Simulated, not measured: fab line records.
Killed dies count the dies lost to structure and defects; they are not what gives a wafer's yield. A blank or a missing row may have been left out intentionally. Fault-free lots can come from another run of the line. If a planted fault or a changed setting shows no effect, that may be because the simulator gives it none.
fab line records -- flow sky130
record lots=12, wafers=36, last_day=50
route steps=708 shown NWELL@34 SONOS_ONO@170 LOCAL_INTERCONNECT@400
lots that met no fault: from a run of the same line without faults
start_h: hours from the record's first day to the start of the lot's first wafer shown -- wait_h: how many hours have passed since the lot's step before this one -- " identical to the entry in the row above -- L1.1+2: a row that stands for several wafers -- - no value, or no start was given -- * or withheld: withheld -- < > ~ a bound
route shown NAME@n: names a module that has steps shown in the file, with the first one's number in the route -- usual: the fault-free wafers' mean and standard deviation -- same: alike in all rows -- chamber/n: place in a boat -- sites: per-site readings -- _std_site: standard deviation of those values -- _edge_site: inner sites' mean taken away from outer sites' mean -- radius_mm: how far each site lies from the wafer's centre -- mask NAME#n: copy n -- behind: the tool/chamber that last shaped the wafer -- hold: what put the lot on hold/how long, in hours/how the hold closed -- device: names the non-switching transistor (n, p or np) -- end of line: tests of these same wafers at the route's end -- a step given without rows: its recipe and nothing more -- killed: dies that structure and defects cost at the first sort, which is not the same as the wafer's yield -- map: the dies of a wafer, with x for killed, . for not killed, _ for no die there
set.NAME: the setting that was run; set.NAME@STEP: the one run at that earlier step -- model.NAME: the simulator's own value behind a step, which no gauge read
a sample of lots followed through the steps of the route, with each step as a table and each wafer as a row
services: a tool's chamber out of use, with start hour (start_h, from the record's first day; less than 0 if before it), hours out, and reason
## steps
# step SKY_NWELL_THK_MEAS_02
# recipe reads=SiO2_of_NWELL_OXIDATION_01
# usual NWELL_OXIDATION_THK=9.97/0.18
lot.wafer,tool,chamber,start_h,wait_h,NWELL_OXIDATION_THK[nm]
L726.3,film_metro-03,-,34.73,0.0,10.22
L726.4,film_metro-03,-,34.73,0.0,10.25
L726.5,film_metro-03,-,34.73,0.0,10.02
L727.4,film_metro-04,-,44.67,0.0,10.24
L727.5,film_metro-04,-,44.67,0.0,10.32
L727.6,film_metro-04,-,44.67,0.0,10.28
L729.3,film_metro-03,-,52.07,0.0,10.03
L729.5,film_metro-03,-,52.07,0.0,10.03
L729.6,film_metro-03,-,52.07,0.0,10.04
L730.1,film_metro-02,-,58.03,0.0,9.85
L730.4,film_metro-02,-,58.03,0.0,9.93
L730.5,film_metro-02,-,58.03,0.0,10.11
L731.1,film_metro-02,-,65.47,0.0,10.04
L731.3,film_metro-02,-,65.47,0.0,10.12
L731.5,film_metro-02,-,65.47,0.0,10.07
L732.2,film_metro-02,-,68.05,0.0,9.87
L732.3,film_metro-02,-,68.05,0.0,9.86
L732.6,film_metro-02,-,68.05,0.0,9.67
L733.1,film_metro-03,-,73.60,0.0,10.18
L733.2,film_metro-03,-,73.60,0.0,10.12
L733.4,film_metro-03,-,73.60,0.0,10.11
L735.2,film_metro-04,-,80.90,0.0,9.76
L735.4,film_metro-04,-,80.90,0.0,9.71
L735.6,film_metro-04,-,80.90,0.0,9.75
L736.1,film_metro-04,-,89.15,0.0,9.93
L736.5,film_metro-04,-,89.15,0.0,9.97
L736.6,film_metro-04,-,89.15,0.0,9.64
L738.1,film_metro-02,-,95.99,0.0,9.93
L738.2,film_metro-02,-,95.99,0.0,10.11
L738.5,film_metro-02,-,95.99,0.0,10.15
L742.1,film_metro-03,-,120.43,0.0,10.10
L742.4,film_metro-03,-,120.43,0.0,9.97
L742.6,film_metro-03,-,120.43,0.0,10.14
L749.1,film_metro-03,-,159.03,0.0,10.19
L749.5,film_metro-03,-,159.03,0.0,10.31
L749.6,film_metro-03,-,159.03,0.0,10.22
# step SKY_SONOS_ONO_CVD_02
# recipe material=Si3N4, precursor=DCS/NH3, target_thk_nm=10.5, temp_c=770, time_s=180, pressure_mtorr=250
# usual spike_tc_centre_C=770.6/1, spike_tc_lower_C=770.2/1.1
lot.wafer,tool,chamber,start_h,wait_h,spike_tc_centre_C,spike_tc_lower_C
L726.3,lpcvd-02,0,248.78,0.0,770.1,770.3
L726.4,lpcvd-02,0,248.78,0.0,769.6,770.6
L726.5,lpcvd-02,0,248.78,0.0,772.5,770.6
L727.4,lpcvd-02,0,263.59,0.5,770.8,769.8
L727.5,lpcvd-02,0,263.59,0.5,770.3,771.3
L727.6,lpcvd-02,0,263.59,0.5,771.6,769.5
L729.3,lpcvd-02,0,275.59,0.6,772.2,769.6
L729.5,lpcvd-02,0,275.59,0.6,771.0,769.3
L729.6,lpcvd-02,0,275.59,0.6,771.9,770.2
L730.1,lpcvd-02,1,281.21,0.1,769.8,768.0
L730.4,lpcvd-02,1,281.21,0.1,770.5,769.9
L730.5,lpcvd-02,1,281.21,0.1,771.1,768.3
L731.1,lpcvd-02,0,294.84,1.4,770.7,770.7
L731.3,lpcvd-02,0,294.84,1.4,770.3,770.4
L731.5,lpcvd-02,0,294.84,1.4,769.5,770.8
L732.2,lpcvd-02,0,300.56,0.7,771.2,772.2
L732.3,lpcvd-02,0,300.56,0.7,772.1,769.6
L732.6,lpcvd-02,0,300.56,0.7,770.0,770.6
L733.1,lpcvd-02,0,309.14,1.3,772.7,771.2
L733.2,lpcvd-02,0,309.14,1.3,770.9,771.3
L733.4,lpcvd-02,0,309.14,1.3,771.4,770.1
L735.2,lpcvd-02,0,318.82,1.1,770.5,770.4
L735.4,lpcvd-02,0,318.82,1.1,770.0,772.1
L735.6,lpcvd-02,0,318.82,1.1,769.9,768.9
L736.1,lpcvd-02,0,338.65,1.3,772.1,769.0
L736.5,lpcvd-02,0,338.65,1.3,770.7,769.2
L736.6,lpcvd-02,0,338.65,1.3,771.0,768.9
L738.1,lpcvd-02,0,346.49,1.6,771.4,770.9
L738.2,lpcvd-02,0,346.49,1.6,770.8,771.0
L738.5,lpcvd-02,0,346.49,1.6,769.8,769.6
L742.1,lpcvd-02,1,383.97,1.1,768.1,770.7
L742.4,lpcvd-02,1,383.97,1.1,770.2,769.5
L742.6,lpcvd-02,1,383.97,1.1,770.9,769.9
L749.1,lpcvd-02,1,440.12,0.2,770.1,769.7
L749.5,lpcvd-02,1,440.12,0.2,769.9,768.6
L749.6,lpcvd-02,1,440.12,0.2,770.3,768.6
# step SKY_SONOS_ONO_THK_MEAS_03
# recipe reads=Si3N4_of_SONOS_ONO_CVD_02
# usual SONOS_ONO_CVD_02_THK=10.46/0.13
lot.wafer,tool,chamber,start_h,wait_h,SONOS_ONO_CVD_02_THK[nm]
L726.3,film_metro-01,-,249.85,0.0,10.48
L726.4,film_metro-01,-,249.85,0.0,10.72
L726.5,film_metro-01,-,249.85,0.0,10.57
L727.4,film_metro-04,-,264.67,0.0,10.44
L727.5,film_metro-04,-,264.67,0.0,10.56
L727.6,film_metro-04,-,264.67,0.0,10.51
L729.3,film_metro-03,-,276.66,0.0,10.39
L729.5,film_metro-03,-,276.66,0.0,10.42
L729.6,film_metro-03,-,276.66,0.0,10.61
L730.1,film_metro-03,-,282.26,0.0,10.45
L730.4,film_metro-03,-,282.26,0.0,10.41
L730.5,film_metro-03,-,282.26,0.0,10.45
L731.1,film_metro-01,-,295.89,0.0,10.36
L731.3,film_metro-01,-,295.89,0.0,10.38
L731.5,film_metro-01,-,295.89,0.0,10.40
L732.2,film_metro-01,-,301.62,0.0,10.61
L732.3,film_metro-01,-,301.62,0.0,10.78
L732.6,film_metro-01,-,301.62,0.0,10.66
L733.1,film_metro-01,-,310.19,0.0,10.34
L733.2,film_metro-01,-,310.19,0.0,10.27
L733.4,film_metro-01,-,310.19,0.0,10.43
L735.2,film_metro-04,-,319.88,0.0,10.44
L735.4,film_metro-04,-,319.88,0.0,10.44
L735.6,film_metro-04,-,319.88,0.0,10.47
L736.1,film_metro-03,-,339.70,0.0,10.28
L736.5,film_metro-03,-,339.70,0.0,10.36
L736.6,film_metro-03,-,339.70,0.0,10.36
L738.1,film_metro-01,-,348.06,0.0,10.53
L738.2,film_metro-01,-,348.06,0.0,10.68
L738.5,film_metro-01,-,348.06,0.0,10.39
L742.1,film_metro-01,-,385.02,0.0,7.76
L742.4,film_metro-01,-,385.02,0.0,7.91
L742.6,film_metro-01,-,385.02,0.0,7.76
L749.1,film_metro-04,-,441.17,0.0,10.38
L749.5,film_metro-04,-,441.17,0.0,10.41
L749.6,film_metro-04,-,441.17,0.0,10.32
# step SKY_SONOS_ONO_ETCH_15
# recipe target_depth_nm=19.52, chemistry=CHF3/O2, source_w=600, bias_w=200, pressure_mtorr=40, chf3_flow_sccm=50, O2_flow_sccm=5, time_s=7.8
# usual drypump_motor_current_A=5.7/0.33, oes_product_au=1.003/0.015, throttle_valve_pct=8.825/0.011
lot.wafer,tool,chamber,start_h,wait_h,drypump_motor_current_A,oes_product_au,rf_hours_counter_h,throttle_valve_pct
L726.3,rie_diel-01,3,274.91,0.0,5.5,1.021,34,8.818
L726.4,rie_diel-01,2,274.91,0.0,5.4,1.019,131,8.827
L726.5,rie_diel-01,2,274.91,0.0,5.4,1.014,-,8.833
L727.4,rie_diel-04,1,291.12,0.0,5.6,1.004,102,8.831
L727.5,rie_diel-04,2,291.12,0.0,5.6,1.011,-,8.837
L727.6,rie_diel-04,3,291.12,0.0,6.2,1.017,-,8.840
L729.3,rie_diel-04,1,303.81,0.0,5.6,1.000,103,8.824
L729.5,rie_diel-04,0,303.81,0.0,6.3,0.999,-,8.824
L729.6,rie_diel-04,2,303.81,0.0,5.5,1.001,-,8.824
L730.1,rie_diel-01,3,308.77,0.0,5.6,1.025,35,8.827
L730.4,rie_diel-01,0,308.77,0.0,5.6,0.996,36,8.814
L730.5,rie_diel-01,0,308.77,0.0,5.5,1.004,-,8.829
L731.1,rie_diel-01,3,323.66,0.0,5.6,1.035,35,8.838
L731.3,rie_diel-01,1,323.66,0.0,5.7,1.017,112,8.844
L731.5,rie_diel-01,0,323.66,0.0,5.6,1.004,-,8.850
L732.2,rie_diel-03,2,329.72,0.0,5.4,1.021,120,8.825
L732.3,rie_diel-03,1,329.72,0.0,5.0,1.000,100,8.819
L732.6,rie_diel-03,2,329.72,0.0,5.4,1.014,-,8.843
L733.1,rie_diel-03,0,336.94,0.0,6.0,0.976,116,8.819
L733.2,rie_diel-03,3,336.94,0.0,5.5,1.012,78,8.835
L733.4,rie_diel-03,0,336.94,0.0,6.0,0.979,-,8.825
L735.2,rie_diel-01,3,347.07,0.0,5.6,1.015,36,8.828
L735.4,rie_diel-01,1,347.07,0.0,5.7,1.009,113,8.812
L735.6,rie_diel-01,3,347.07,0.0,5.6,1.015,-,8.832
L736.1,rie_diel-01,1,368.81,0.0,5.7,1.004,113,8.825
L736.5,rie_diel-01,1,368.81,0.0,5.7,0.993,-,8.842
L736.6,rie_diel-01,2,368.81,0.0,5.4,1.014,-,8.820
L738.1,rie_diel-01,0,377.86,0.0,5.6,0.982,37,8.815
L738.2,rie_diel-01,1,377.86,0.0,5.7,1.009,113,8.836
L738.5,rie_diel-01,1,377.86,0.0,5.7,1.003,-,8.821
L742.1,rie_diel-04,0,416.92,0.0,6.4,0.996,10,8.845
L742.4,rie_diel-04,2,416.92,0.0,5.5,0.963,0,8.823
L742.6,rie_diel-04,2,416.92,0.0,5.5,0.977,-,8.814
L749.1,rie_diel-03,2,474.22,0.0,5.4,1.011,2,8.836
L749.5,rie_diel-03,0,474.22,0.0,6.0,0.981,-,8.825
L749.6,rie_diel-03,3,474.22,0.0,5.5,1.006,-,8.825
# step SKY_LOCAL_INTERCONNECT_ETCH_13
# recipe chemistry=N2/H2, target=BARC, ion_energy_ev=200, bias_w=100, pressure_mtorr=30, n2_flow_sccm=100, h2_flow_sccm=200, icp_w=500, stop_on=SiO2, time_s=43.66, target_depth_a=600
# usual drypump_motor_current_A=5.5/0.45, he_backside_leak_sccm=3.34/0.3, oes_product_au=0.879/0.0051, throttle_valve_pct=13.228/0.0089
lot.wafer,tool,chamber,start_h,wait_h,drypump_motor_current_A,he_backside_leak_sccm,oes_product_au,rf_hours_counter_h,throttle_valve_pct
L726.3,rie_metal-01,1,699.49,0.0,5.2,3.17,0.876,-,13.208
L726.4,rie_metal-01,0,699.49,0.0,5.6,2.87,0.887,-,13.233
L726.5,rie_metal-01,1,699.49,0.0,5.2,3.21,0.880,-,13.227
L727.4,rie_metal-04,1,716.89,0.0,5.2,3.27,0.873,-,13.220
L727.5,rie_metal-04,0,716.89,0.0,5.6,3.13,0.870,-,13.229
L727.6,rie_metal-04,1,716.89,0.0,5.2,3.29,0.881,-,13.223
L729.3,rie_metal-02,1,735.63,0.0,5.0,3.39,0.878,-,13.235
L729.5,rie_metal-02,0,735.63,0.0,6.3,3.60,0.883,-,13.226
L729.6,rie_metal-02,1,735.63,0.0,5.0,3.35,0.879,-,13.205
L730.1,rie_metal-04,1,736.56,0.0,5.2,3.39,0.885,12,13.218
L730.4,rie_metal-04,1,736.56,0.0,5.2,3.39,0.881,-,13.222
L730.5,rie_metal-04,1,736.56,0.0,5.2,3.40,0.874,-,13.229
L731.1,rie_metal-01,0,751.06,0.0,5.6,3.41,0.888,1,13.238
L731.3,rie_metal-01,1,751.06,0.0,5.2,3.08,0.889,-,13.221
L731.5,rie_metal-01,0,751.06,0.0,5.6,3.40,0.882,-,13.238
L732.2,rie_metal-01,1,754.76,0.0,5.2,3.15,0.879,10,13.243
L732.3,rie_metal-01,1,754.76,0.0,5.2,3.19,0.877,-,13.231
L732.6,rie_metal-01,0,754.76,0.0,5.6,3.01,0.887,-,13.223
L733.1,rie_metal-02,1,761.47,0.0,5.0,3.47,0.883,13,13.223
L733.2,rie_metal-02,0,761.47,0.0,6.3,3.58,0.876,13,13.214
L733.4,rie_metal-02,0,761.47,0.0,6.3,3.28,0.885,-,13.244
L735.2,rie_metal-04,0,781.43,0.0,5.6,3.17,0.881,13,13.227
L735.4,rie_metal-04,1,781.43,0.0,5.2,3.34,0.876,-,13.222
L735.6,rie_metal-04,0,781.43,0.0,5.6,3.18,0.879,-,13.237
L736.1,rie_metal-02,1,793.33,0.0,5.0,3.48,0.879,14,13.227
L736.5,rie_metal-02,0,793.33,0.0,6.3,3.35,0.879,-,13.232
L736.6,rie_metal-02,1,793.33,0.0,5.0,3.45,0.882,-,13.230
L738.1,rie_metal-04,0,801.02,0.0,5.6,3.22,0.883,14,13.217
L738.2,rie_metal-04,1,801.02,0.0,5.2,3.55,0.891,15,13.244
L738.5,rie_metal-04,1,801.02,0.0,5.2,3.46,0.882,-,13.220
L742.1,rie_metal-04,0,833.63,0.0,5.6,2.96,0.880,15,13.236
L742.4,rie_metal-04,1,833.63,0.0,5.2,3.43,0.875,-,13.218
L742.6,rie_metal-04,0,833.63,0.0,5.6,3.00,0.876,-,13.228
L749.1,rie_metal-04,0,882.97,0.0,5.6,3.27,0.872,18,13.231
L749.5,rie_metal-04,0,882.97,0.0,5.7,3.29,0.873,-,13.215
L749.6,rie_metal-04,0,882.97,0.0,5.7,3.22,0.875,-,13.227
## services
tool,chamber,start_h,hours,kind
rie_diel-01,3,233.87,14.2,repair
rie_metal-01,1,248.52,16.0,repair
rie_metal-02,1,257.52,17.7,repair
rie_diel-04,3,302.47,6.1,repair
rie_diel-04,0,322.63,3.3,repair
rie_diel-04,3,324.05,2.2,repair
rie_diel-01,3,376.95,15.5,repair
rie_diel-01,2,440.05,2.8,repair
rie_diel-01,-,457.21,0.9,repair
rie_diel-01,1,469.77,4.8,repair
rie_metal-04,-,521.54,2.8,pm
lpcvd-02,-,578.63,0.7,repair
rie_diel-01,-,593.50,1.2,repair
lpcvd-02,-,598.02,14.6,pm
rie_metal-04,0,628.35,6.3,repair
rie_diel-01,3,641.79,8.6,repair
lpcvd-02,-,643.90,2.8,pm
rie_diel-01,0,666.30,5.0,repair
rie_diel-01,2,676.36,3.9,repair
rie_diel-01,0,680.42,3.5,repair
rie_diel-01,3,708.00,5.0,repair
lpcvd-02,-,779.53,2.9,repair
rie_diel-01,3,824.57,10.7,repair
rie_metal-04,-,837.54,0.8,repair
## key
first_sign step=SKY_SONOS_ONO_THK_MEAS_03, reading=SONOS_ONO_CVD_02_THK, direction=down, sigmas=20, usual=10.46, struck=7.81
effect none on later readings
met_at SKY_SONOS_ONO_CVD_02
struck_lots L742
struck_wafers L742.1,L742.4,L742.6
tester_left_out L742
not_acting_at SKY_NWELL_THK_MEAS_02,SKY_SONOS_ONO_ETCH_15,SKY_LOCAL_INTERCONNECT_ETCH_13
onset_between 281.21 383.97
fault kind=process_parameter_drift, tool=lpcvd-02, chamber=1, onset_h=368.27, steps=SKY_SONOS_ONO_CVD_02, channel=target_thk_nm, offset=-2.621, shape=step, end_h=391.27, acts_in=these_recipes_only, stated=10.5
# tester_left_out: of these lots the tester's yield and bins aren't shown, on N5 and GAA mostly nor the transistor test; their killed dies are dies lost to structure and defects alone, not to doping, threshold or leakage, so they don't give the yield
